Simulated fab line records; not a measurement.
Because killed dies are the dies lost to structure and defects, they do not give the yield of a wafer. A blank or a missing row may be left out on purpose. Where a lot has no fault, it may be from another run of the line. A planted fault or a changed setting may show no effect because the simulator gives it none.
What tool caused it?	flow gf180mcu	at 1 step of a route of 602, 13 lots with 37 wafers sampled

== WHAT THE GAUGES SHOWED, per wafer ==
GF_STI_BOW_MEAS_00. Usual: INCOMING_BOW -1 um, standard deviation 6.7.
lot	measured	on	INCOMING_BOW (um)	flag
L111	day 1 10:01	film_metro-01	-4 -8 8	
L112	day 1 15:04	film_metro-02	-10 -1 -10	
L113	day 1 20:00	film_metro-02	2 0 -5	
L118	day 2 21:00	film_metro-04	-2 7 -3	
L121	day 3 12:04	film_metro-01	-8	
L122	day 3 17:04	film_metro-04	3 0 -1	
L125	day 4 08:01	film_metro-01	-7 -20 6	
L126	day 4 13:00	film_metro-04	8 6 -10	
L128	day 4 23:01	film_metro-01	3 2 5	
L131	day 5 14:00	film_metro-01	-3 -7 3	
L132	day 5 19:00	film_metro-01	9 0 14	
L133	day 6 00:01	film_metro-01	1 8 -2	
L134	day 6 05:00	film_metro-02	2 5 0	

== WHICH TOOL RAN EACH LOT (tool, then ch and the chambers of the sampled wafers, then the start) ==
No process step before these readings appears in the record.

== WHAT THE TOOLS THEMSELVES READ (means of the sampled wafers that have a number; where no wafer has one, the mark that the record gives instead) ==
The record holds no such reading with a usual standard deviation.

== THE ANSWER, worked out from the rows above alone ==
Rule: lot off if the mean of its wafers having a number is beyond 3 standard deviations from the usual mean. Also off: a lot with no number at a reading for which 4 or more lots have one. Where the step has rows for the other lots, those lots are counted as sound. The gauges are gone through in route order, then the tools' own readings, and for those a lot's mean is taken as printed above. The first step at which some lot is off is used, and at that step the reading that is off furthest; a lot without a number counts as furthest.
No lot is off at any reading shown: from this, nothing can be told.

== WHAT HAD BEEN PUT IN BY THE SIMULATOR ==
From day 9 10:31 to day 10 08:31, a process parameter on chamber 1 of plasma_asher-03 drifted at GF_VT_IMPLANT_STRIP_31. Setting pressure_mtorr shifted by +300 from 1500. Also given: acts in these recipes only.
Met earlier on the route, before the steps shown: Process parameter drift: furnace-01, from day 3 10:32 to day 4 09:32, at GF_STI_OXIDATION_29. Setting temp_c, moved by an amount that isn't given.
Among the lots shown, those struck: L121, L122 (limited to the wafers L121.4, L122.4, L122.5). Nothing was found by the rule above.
